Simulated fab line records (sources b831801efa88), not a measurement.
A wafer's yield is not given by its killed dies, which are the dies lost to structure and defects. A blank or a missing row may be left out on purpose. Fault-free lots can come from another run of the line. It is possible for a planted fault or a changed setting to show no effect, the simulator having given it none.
Struck lot and sound lot, side by side | flow sky130 | 34 steps out of a route of 708
Sound: the wafers L870.1, L870.3, L870.4. Struck: wafer L876.1 (left out: L876.6, a lot-mate that was not struck); the cause follows at the end.
Each step with rows lists, per side, the tool, then ch with its chambers, then its first start. Under that, the readings that differ: sound wafers | struck wafers | difference of the means | sigmas: that difference in standard deviations of wafers without a fault.
alike: a reading whose means differ by less than 2 such deviations, as well as words and numbers matching on both sides. not compared: withheld readings; readings where some wafer has no value; bounds like >300 that might hide an equal value; numbers whose values overlap and for which the record gives no deviation.
Wherever a step has rows on one side only, a row that says differs or no value, or a row with sigmas, the two part there. Numbers that have no deviation but don't overlap get no sigmas and don't part them. A reading missing from all wafers of one side parts the sides only when that side holds two or more wafers.

SKY_VIA1_CD_MEAS_12: the cd target is 150 nm.
  sound: cdSem-02 at day 35 12:32; struck: cdSem-01 at day 37 21:00
  alike: cdNm
SKY_VIA1_OVL_MEAS_13:
  sound: overlay-02 at day 35 12:39; struck: overlay-01 at day 37 21:07
  alike: VIA1_OVL
SKY_VIA1_ETCH_14: etches BARC in N2/H2, stops on SiO2, time 45.9 s, target depth 60 nm.
  sound on rieDiel-04 ch 0,1,3, day 35 12:41; struck on rieDiel-04 ch 1, day 37 21:10
  alike: biasW, drypumpMotorCurrentA, oesProductAu, throttleValvePct
  not compared: rfHoursCounterH
then, 1 step without rows for these wafers: SKY_VIA1_ETCH_15 (etches SiO2 in C4F8/O2/Ar, stops on TiN, target depth 351 nm, time 54 s).
SKY_VIA1_STRIP_16: strips in O2/N2.
  sound on plasmaAsher-03 ch 0,1, day 35 12:47; struck on plasmaAsher-02 ch 0, day 37 21:15
  alike: drypumpMotorCurrentA, oesProductAu, stripTimeToEndpointS
  not compared: rfHoursCounterH
then, 5 steps without rows for these wafers: SKY_VIA1_STRIP_17 (strips in post etch residue remover, time 1200 s); SKY_VIA1_CLEAN_18 (cleans in IPA, time 180 s); SKY_VIA1_CLEAN_19 (cleans in O3/DIW); SKY_VIA1_SPUTTER_20 (material TiN, target thk 20 nm, time 80 s); SKY_VIA1_CVD_21 (deposits W, target thk 270 nm, time 80.902 s).
SKY_VIA1_RS_MEAS_22: the measuring method here is four-point-probe.
  sound: filmMetro-01 at day 35 13:31; struck: filmMetro-02 at day 37 21:59
  alike: VIA1_W_RS
SKY_VIA1_THK_MEAS_23: measures by xrf.
  sound: filmMetro-01 at day 35 13:38; struck: filmMetro-02 at day 37 22:07
  alike: VIA1_W_THK
SKY_VIA1_CMP_24: polishes, stops on SiO2, t overpolish 15 s, target thk 0 nm.
  sound on cmp-02 ch 0,2,3, day 35 14:11; struck on cmp-02 ch 0, day 37 22:28
reading                                 | sound             | struck | difference | sigmas
timeToEndpointS (s)                     | 69 61 66          | 34     | -31        | -10
model.SiO2_of_VIA1_HDPCVD_00.thkNm (nm) | 342.1 343.4 343.6 | 339.5  | -3.5       | 
  alike: motorCurrentA, overpolishRunS, platenRpm, slurryFlowMlMin
SKY_METAL2_SPUTTER_00: material Ti, target thk 15 nm, time 10 s.
  sound: pvdSputter-01 at day 35 14:29; struck: pvdSputter-01 at day 37 22:43
  alike: chamberPressurePa, throttleValvePct
SKY_METAL2_SPUTTER_01: material TiN, target thk 20 nm, time 16.7 s.
  sound: pvdSputter-01 at day 35 14:31; struck: pvdSputter-01 at day 37 22:44
  alike: chamberPressurePa, throttleValvePct
then, 2 steps without rows for these wafers: SKY_METAL2_SPUTTER_02 (material AlCu, target thk 250 nm, time 13.3 s); SKY_METAL2_SPUTTER_03 (material Ti, target thk 5 nm, time 3.3 s).
SKY_METAL2_SPUTTER_04: material TiN, target thk 70 nm, time 58.3 s.
  sound: pvdSputter-01 at day 35 14:35; struck: pvdSputter-01 at day 37 22:48
  alike: chamberPressurePa, throttleValvePct
SKY_METAL2_RS_MEAS_05: the measuring method here is four-point-probe.
  sound: filmMetro-02 at day 35 14:38; struck: filmMetro-04 at day 37 22:51
  alike: METAL2_ALCU_RS
SKY_METAL2_THK_MEAS_06: measures by xrf.
  sound: filmMetro-02 at day 35 14:45; struck: filmMetro-04 at day 37 22:58
  alike: METAL2_ALCU_THK
then, 8 steps without rows for these wafers: SKY_METAL2_DEHYDRATE_07 (time 60 s); SKY_METAL2_HMDS_08 (prime time 60 s); SKY_METAL2_COAT_09 (resist thk 60 nm); SKY_METAL2_COAT_10 (resist thk 450 nm); SKY_METAL2_SOFTBAKE_11 (time 90 s); SKY_METAL2_EXPOSE_12 (exposes mask MM2, target cd 140 nm); SKY_METAL2_PEB_13; SKY_METAL2_DEVELOP_14 (develop time 60 s).
SKY_METAL2_CD_MEAS_15: the cd target is 140 nm.
  sound: cdSem-02 at day 36 16:55; struck: cdSem-01 at day 39 01:07
  alike: cdNm
SKY_METAL2_OVL_MEAS_16:
  sound: overlay-01 at day 36 17:02; struck: overlay-01 at day 39 01:14
  alike: METAL2_OVL
then, 2 steps without rows for these wafers: SKY_METAL2_DESCUM_17 (chemistry O2, time 8 s); SKY_METAL2_ETCH_18 (etches BARC in N2/H2, stops on SiO2, time 45.9 s, target depth 60 nm).
SKY_METAL2_METAL_ETCH_19: etches the open film in Cl2/BCl3, stops on SiO2, target depth 360 nm, time 78 s.
  sound on rieMetal-02 ch 0, day 36 17:16; struck on rieMetal-03 ch 1, day 39 01:22
reading                                 | sound             | struck | difference | sigmas
model.SiO2_of_VIA1_HDPCVD_00.thkNm (nm) | 331.3 332.6 332.8 | 328.8  | -3.4       | 
  alike: biasW, drypumpMotorCurrentA, oesProductAu, throttleValvePct
  not compared: rfHoursCounterH
then, 1 step without rows for these wafers: SKY_METAL2_STRIP_20 (strips in O2/N2).

WHERE THEY PART
SKY_VIA1_CMP_24 only, going by this record. Later steps at which nothing parts them and some readings are alike: SKY_METAL2_SPUTTER_00, SKY_METAL2_SPUTTER_01, SKY_METAL2_SPUTTER_04, SKY_METAL2_RS_MEAS_05, SKY_METAL2_THK_MEAS_06, SKY_METAL2_CD_MEAS_15, SKY_METAL2_OVL_MEAS_16, SKY_METAL2_METAL_ETCH_19.

WHY: what the simulator had put in
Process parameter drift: cmp-02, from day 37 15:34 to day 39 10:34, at SKY_VIA1_CMP_24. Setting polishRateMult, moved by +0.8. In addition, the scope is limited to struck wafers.
